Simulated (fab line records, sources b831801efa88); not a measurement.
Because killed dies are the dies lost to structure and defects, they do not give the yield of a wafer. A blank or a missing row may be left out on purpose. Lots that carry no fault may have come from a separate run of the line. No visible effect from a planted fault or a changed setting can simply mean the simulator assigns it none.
fab line records | flow sky130
record lots=13 | wafers=39 | lastDay=50
route steps=708 shown VT_ADJUST_NCORE@128 POLY_GATE@228 LDD_HVN@274
lots with no fault: from the same line, run without faults
startH: the number of hours between the record's first day and the start of the first shown wafer of the lot | waitH: how many hours have passed since the lot's step before this one | " unchanged from the row above | L1.1+2: one row covering several wafers at once | - value missing, or start not given | * or withheld: withheld | < > ~ a bound
route shown NAME@n: NAME is a module with steps in the file, n the number in the route of the first one | usual: the fault-free wafers' mean and standard deviation | same: alike in all rows | chamber/n: place in a boat | sites: each site's reading | _std_site: how widely they spread, as a standard deviation | _edge_site: outer sites' mean less inner sites' | radiusMm: for every site, how far away it sits from the centre of the wafer | mask NAME#n: copy n | behind: tool/chamber where the wafer was last shaped | hold: the reason the lot was held/the length of the hold in hours/how it ended | device: the transistor (n, p or np) that didn't switch | end of line: the route-end tests of the same wafers | where a step has no rows: the recipe by itself | killed: count of dies lost to structure and defects at first sort (not the wafer's yield) | map: shows each die of a wafer: x if killed, . if not, _ if none is there
set.NAME: the setting the step ran with; set.NAME@STEP: the setting that earlier step ran with | model.NAME: the simulator's own value behind a step, which no gauge read
one table for each step of the route and one row for each wafer, over a sample of lots
services: when a tool's chamber went out of use (startH, in hours from the record's first day, below 0 if earlier), for how many hours, and the reason
## steps
# step SKY_VT_ADJUST_NCORE_IMPLANT_09
# recipe species=B | energyKev=10 | doseCm2=2.4e+12 | tiltDeg=withheld
# usual doseIonsCm2=2.3997e+12/2.9e+09 | faradayCurrentUA=13.51/0.27
lot.wafer | tool         | chamber | startH | waitH | doseIonsCm2 | faradayCurrentUA
L140.1    | implanter-01 | 0       | 190.13 | 0.0   | 2.3996e+12  | 13.20
L140.4    | "            | 0       | "      | "     | 2.402e+12   | 13.41
L140.5    | "            | 0       | "      | "     | 2.4026e+12  | 13.52
L141.1    | implanter-01 | 0       | 198.34 | 0.0   | 2.3991e+12  | 13.49
L141.3    | "            | 0       | "      | "     | 2.4078e+12  | 13.35
L141.4    | "            | 0       | "      | "     | 2.4008e+12  | 13.16
L142.1    | implanter-04 | 0       | 200.83 | 0.0   | 2.4002e+12  | 13.76
L142.4    | "            | 0       | "      | "     | 2.4044e+12  | 14.17
L142.6    | "            | 0       | "      | "     | 2.399e+12   | 13.18
L144.3    | implanter-04 | 0       | 218.20 | 0.1   | 2.399e+12   | 13.47
L144.4    | "            | 0       | "      | "     | 2.4022e+12  | 13.52
L144.5    | "            | 0       | "      | "     | 2.4006e+12  | 12.99
L145.2    | implanter-04 | 0       | 225.80 | 0.0   | 2.3975e+12  | 13.67
L145.3    | "            | 0       | "      | "     | 2.4038e+12  | 13.72
L145.6    | "            | 0       | "      | "     | 2.3992e+12  | 13.63
L146.2    | implanter-01 | 0       | 229.06 | 0.0   | 2.3985e+12  | 13.44
L146.5    | "            | 0       | "      | "     | 2.3975e+12  | 13.63
L146.6    | "            | 0       | "      | "     | 2.3996e+12  | 13.70
L147.2    | implanter-04 | 0       | 236.01 | 0.0   | 2.419e+11   | 1.41
L147.3    | "            | 0       | "      | "     | 2.42e+11    | 1.32
L147.6    | "            | 0       | "      | "     | 2.412e+11   | 1.37
L148.3    | implanter-04 | 0       | 241.85 | 0.1   | 2.417e+11   | 1.39
L148.4    | "            | 0       | "      | "     | 2.411e+11   | 1.30
L148.6    | "            | 0       | "      | "     | 2.361e+11   | 1.35
L151.2    | implanter-01 | 0       | 267.61 | 0.0   | 2.3993e+12  | 13.55
L151.3    | "            | 0       | "      | "     | 2.393e+12   | 13.35
L151.6    | "            | 0       | "      | "     | 2.3945e+12  | 13.27
L156.1    | implanter-01 | 0       | 307.04 | 0.0   | 2.3994e+12  | 13.47
L156.3    | "            | 0       | "      | "     | 2.3989e+12  | 13.38
L156.4    | "            | 0       | "      | "     | 2.4016e+12  | 13.52
L157.1    | implanter-03 | 0       | 312.04 | 0.0   | 2.4018e+12  | 13.76
L157.2    | "            | 0       | "      | "     | 2.3986e+12  | 13.38
L157.6    | "            | 0       | "      | "     | 2.3993e+12  | 13.28
L160.1    | implanter-01 | 0       | 331.69 | 0.0   | 2.3993e+12  | 13.76
L160.4    | "            | 0       | "      | "     | 2.4031e+12  | 13.58
L160.5    | "            | 0       | "      | "     | 2.399e+12   | 13.39
L161.2    | implanter-03 | 0       | 341.02 | 0.0   | 2.3975e+12  | 13.24
L161.5    | "            | 0       | "      | "     | 2.401e+12   | 13.42
L161.6    | "            | 0       | "      | "     | 2.399e+12   | 13.41
# step SKY_VT_ADJUST_NCORE_TW_MEAS_11
# usual VT_ADJUST_NCORE_TW=218.3/1
lot.wafer | tool         | chamber | startH | waitH | VT_ADJUST_NCORE_TW
L140.1    | filmMetro-04 | -       | 190.38 | 0.1   | 218.9
L140.4    | "            | -       | "      | "     | 218.4
L140.5    | "            | -       | "      | "     | 219.1
L141.1    | filmMetro-02 | -       | 198.59 | 0.1   | 217.0
L141.3    | "            | -       | "      | "     | 217.7
L141.4    | "            | -       | "      | "     | 217.5
L142.1    | filmMetro-04 | -       | 201.08 | 0.1   | 217.6
L142.4    | "            | -       | "      | "     | 218.1
L142.6    | "            | -       | "      | "     | 218.2
L144.3    | filmMetro-02 | -       | 218.42 | 0.1   | 217.8
L144.4    | "            | -       | "      | "     | 218.3
L144.5    | "            | -       | "      | "     | 219.0
L145.2    | filmMetro-03 | -       | 226.09 | 0.1   | 220.0
L145.3    | "            | -       | "      | "     | 219.4
L145.6    | "            | -       | "      | "     | 219.8
L146.2    | filmMetro-03 | -       | 229.30 | 0.1   | 220.4
L146.5    | "            | -       | "      | "     | 219.2
L146.6    | "            | -       | "      | "     | 219.2
L147.2    | filmMetro-04 | -       | 236.25 | 0.1   | 118.9
L147.3    | "            | -       | "      | "     | 117.8
L147.6    | "            | -       | "      | "     | 117.8
L148.3    | filmMetro-03 | -       | 242.07 | 0.1   | 120.5
L148.4    | "            | -       | "      | "     | 119.6
L148.6    | "            | -       | "      | "     | 119.0
L151.2    | filmMetro-03 | -       | 267.85 | 0.1   | 218.4
L151.3    | "            | -       | "      | "     | 216.9
L151.6    | "            | -       | "      | "     | 217.9
L156.1    | filmMetro-03 | -       | 307.29 | 0.1   | 219.3
L156.3    | "            | -       | "      | "     | 218.9
L156.4    | "            | -       | "      | "     | 217.9
L157.1    | filmMetro-02 | -       | 312.29 | 0.1   | 217.6
L157.2    | "            | -       | "      | "     | 217.8
L157.6    | "            | -       | "      | "     | 218.7
L160.1    | filmMetro-04 | -       | 331.94 | 0.1   | 216.9
L160.4    | "            | -       | "      | "     | 215.7
L160.5    | "            | -       | "      | "     | 216.7
L161.2    | filmMetro-03 | -       | 341.25 | 0.1   | 217.0
L161.5    | "            | -       | "      | "     | 217.7
L161.6    | "            | -       | "      | "     | 217.4
# step SKY_POLY_GATE_OVL_MEAS_14
# usual POLY_GATE_OVL=-1/5.3
lot.wafer | tool       | chamber | startH | waitH | POLY_GATE_OVL[nm]
L140.1    | overlay-02 | -       | 376.16 | 0.1   | 5
L140.4    | "          | -       | "      | "     | 2
L140.5    | "          | -       | "      | "     | 1
L141.1    | overlay-02 | -       | 389.23 | 0.1   | -6
L141.3    | "          | -       | "      | "     | 3
L141.4    | "          | -       | "      | "     | -8
L142.1    | overlay-02 | -       | 390.76 | 0.1   | 2
L142.4    | "          | -       | "      | "     | -8
L142.6    | "          | -       | "      | "     | -7
L144.3    | overlay-02 | -       | 412.26 | 0.1   | -12
L144.4    | "          | -       | "      | "     | -6
L144.5    | "          | -       | "      | "     | -15
L145.2    | overlay-02 | -       | 421.43 | 0.1   | 5
L145.3    | "          | -       | "      | "     | 2
L145.6    | "          | -       | "      | "     | 5
L146.2    | overlay-02 | -       | 431.13 | 0.1   | 0
L146.5    | "          | -       | "      | "     | -2
L146.6    | "          | -       | "      | "     | 0
L147.2    | overlay-01 | -       | 438.53 | 0.1   | -6
L147.3    | "          | -       | "      | "     | -2
L147.6    | "          | -       | "      | "     | -1
L148.3    | overlay-01 | -       | 446.87 | 0.1   | 8
L148.4    | "          | -       | "      | "     | 0
L148.6    | "          | -       | "      | "     | 3
L151.2    | overlay-02 | -       | 480.06 | 0.1   | 0
L151.3    | "          | -       | "      | "     | 0
L151.6    | "          | -       | "      | "     | -4
L156.1    | overlay-02 | -       | 525.23 | 0.1   | 2
L156.3    | "          | -       | "      | "     | 7
L156.4    | "          | -       | "      | "     | -1
L157.1    | overlay-01 | -       | 532.35 | 0.1   | -5
L157.2    | "          | -       | "      | "     | -6
L157.6    | "          | -       | "      | "     | -4
L160.1    | overlay-01 | -       | 553.40 | 0.1   | 5
L160.4    | "          | -       | "      | "     | 12
L160.5    | "          | -       | "      | "     | 10
L161.2    | overlay-02 | -       | 560.76 | 0.1   | -7
L161.5    | "          | -       | "      | "     | -5
L161.6    | "          | -       | "      | "     | -10
# step SKY_LDD_HVN_OVL_MEAS_07
# usual LDD_HVN_OVL=1.5/1.4
lot.wafer | tool       | chamber | startH | waitH | LDD_HVN_OVL[nm]
L140.1    | overlay-02 | -       | 472.18 | 0.1   | 1.3
L140.4    | "          | -       | "      | "     | 1.2
L140.5    | "          | -       | "      | "     | 0.2
L141.1    | overlay-01 | -       | 484.37 | 0.1   | 1.8
L141.3    | "          | -       | "      | "     | 1.8
L141.4    | "          | -       | "      | "     | 1.2
L142.1    | overlay-01 | -       | 488.63 | 0.1   | 2.6
L142.4    | "          | -       | "      | "     | 3.1
L142.6    | "          | -       | "      | "     | 2.9
L144.3    | overlay-02 | -       | 507.28 | 0.1   | -0.8
L144.4    | "          | -       | "      | "     | -0.1
L144.5    | "          | -       | "      | "     | 1.1
L145.2    | overlay-02 | -       | 516.71 | 0.1   | 1.3
L145.3    | "          | -       | "      | "     | -0.2
L145.6    | "          | -       | "      | "     | 0.5
L146.2    | overlay-02 | -       | 526.74 | 0.1   | 2.6
L146.5    | "          | -       | "      | "     | 3.4
L146.6    | "          | -       | "      | "     | 2.6
L147.2    | overlay-01 | -       | 533.66 | 0.1   | 0.6
L147.3    | "          | -       | "      | "     | 0.1
L147.6    | "          | -       | "      | "     | -1.6
L148.3    | overlay-02 | -       | 544.17 | 0.1   | 5.1
L148.4    | "          | -       | "      | "     | 5.7
L148.6    | "          | -       | "      | "     | 4.6
L151.2    | overlay-01 | -       | 573.08 | 0.1   | -0.1
L151.3    | "          | -       | "      | "     | -0.6
L151.6    | "          | -       | "      | "     | -0.3
L156.1    | overlay-01 | -       | 616.61 | 0.1   | 2.2
L156.3    | "          | -       | "      | "     | 3.9
L156.4    | "          | -       | "      | "     | 1.8
L157.1    | overlay-01 | -       | 624.26 | 0.1   | 1.5
L157.2    | "          | -       | "      | "     | 2.5
L157.6    | "          | -       | "      | "     | 2.1
L160.1    | overlay-01 | -       | 643.38 | 0.1   | 0.9
L160.4    | "          | -       | "      | "     | 0.4
L160.5    | "          | -       | "      | "     | 0.2
L161.2    | overlay-01 | -       | 649.99 | 0.1   | 0.7
L161.5    | "          | -       | "      | "     | 1.9
L161.6    | "          | -       | "      | "     | 2.1
# step SKY_LDD_HVN_TW_MEAS_10
# usual LDD_HVN_TW=1432/6.2
lot.wafer | tool         | chamber | startH | waitH | LDD_HVN_TW
L140.1    | filmMetro-01 | -       | 472.47 | 0.1   | 1425
L140.4    | "            | -       | "      | "     | 1427
L140.5    | "            | -       | "      | "     | 1426
L141.1    | filmMetro-03 | -       | 484.66 | 0.1   | 1436
L141.3    | "            | -       | "      | "     | 1438
L141.4    | "            | -       | "      | "     | 1440
L142.1    | filmMetro-01 | -       | 488.92 | 0.1   | 1430
L142.4    | "            | -       | "      | "     | 1430
L142.6    | "            | -       | "      | "     | 1434
L144.3    | filmMetro-03 | -       | 507.58 | 0.1   | 1438
L144.4    | "            | -       | "      | "     | 1430
L144.5    | "            | -       | "      | "     | 1431
L145.2    | filmMetro-04 | -       | 517.00 | 0.1   | 1439
L145.3    | "            | -       | "      | "     | 1432
L145.6    | "            | -       | "      | "     | 1438
L146.2    | filmMetro-03 | -       | 527.03 | 0.1   | 1430
L146.5    | "            | -       | "      | "     | 1424
L146.6    | "            | -       | "      | "     | 1427
L147.2    | filmMetro-03 | -       | 533.95 | 0.1   | 1431
L147.3    | "            | -       | "      | "     | 1428
L147.6    | "            | -       | "      | "     | 1425
L148.3    | filmMetro-04 | -       | 544.46 | 0.1   | 1445
L148.4    | "            | -       | "      | "     | 1437
L148.6    | "            | -       | "      | "     | 1443
L151.2    | filmMetro-03 | -       | 573.37 | 0.1   | 1446
L151.3    | "            | -       | "      | "     | 1432
L151.6    | "            | -       | "      | "     | 1439
L156.1    | filmMetro-03 | -       | 616.89 | 0.1   | 1429
L156.3    | "            | -       | "      | "     | 1427
L156.4    | "            | -       | "      | "     | 1436
L157.1    | filmMetro-03 | -       | 624.54 | 0.1   | 1431
L157.2    | "            | -       | "      | "     | 1443
L157.6    | "            | -       | "      | "     | 1435
L160.1    | filmMetro-04 | -       | 643.67 | 0.1   | 1426
L160.4    | "            | -       | "      | "     | 1433
L160.5    | "            | -       | "      | "     | 1430
L161.2    | filmMetro-01 | -       | 650.28 | 0.1   | 1433
L161.5    | "            | -       | "      | "     | 1432
L161.6    | "            | -       | "      | "     | 1439
## services
tool         | chamber | startH | hours | kind
implanter-03 | -       | 222.53 | 6.0   | repair
implanter-03 | -       | 232.35 | 1.5   | repair
implanter-03 | -       | 269.93 | 1.1   | repair
implanter-04 | -       | 270.46 | 1.1   | repair
implanter-04 | -       | 282.34 | 3.4   | pm
implanter-01 | -       | 288.06 | 3.3   | pm
implanter-01 | -       | 317.03 | 1.1   | repair
implanter-03 | -       | 337.96 | 2.5   | repair
## key
firstSign step=SKY_VT_ADJUST_NCORE_IMPLANT_09 | reading=doseIonsCm2 | direction=down | sigmas=99+ | usual=* | struck=*
effect step=SKY_VT_ADJUST_NCORE_IMPLANT_09 | reading=faradayCurrentUA | direction=down | sigmas=45 | usual=13.51 | struck=1.36
effect step=SKY_VT_ADJUST_NCORE_TW_MEAS_11 | reading=VT_ADJUST_NCORE_TW | direction=down | sigmas=98 | usual=218.3 | struck=118.9
metAt SKY_VT_ADJUST_NCORE_IMPLANT_09
struckLots L147,L148
testerLeftOut L147,L148
notActingAt SKY_POLY_GATE_OVL_MEAS_14,SKY_LDD_HVN_OVL_MEAS_07,SKY_LDD_HVN_TW_MEAS_10
onsetBetween 225.80 236.01
fault kind=processParameterDrift | tool=implanter-04 | chamber=- | onsetH=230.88 | steps=SKY_VT_ADJUST_NCORE_IMPLANT_09 | channel=doseCm2 | offset=* | shape=step | endH=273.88 | actsIn=* | stated=*
# testerLeftOut: of these lots the tester's yield and bins aren't shown, on N5 and GAA mostly nor the transistor test; their killed dies are dies lost to structure and defects alone, not to doping, threshold or leakage, so they don't give the yield
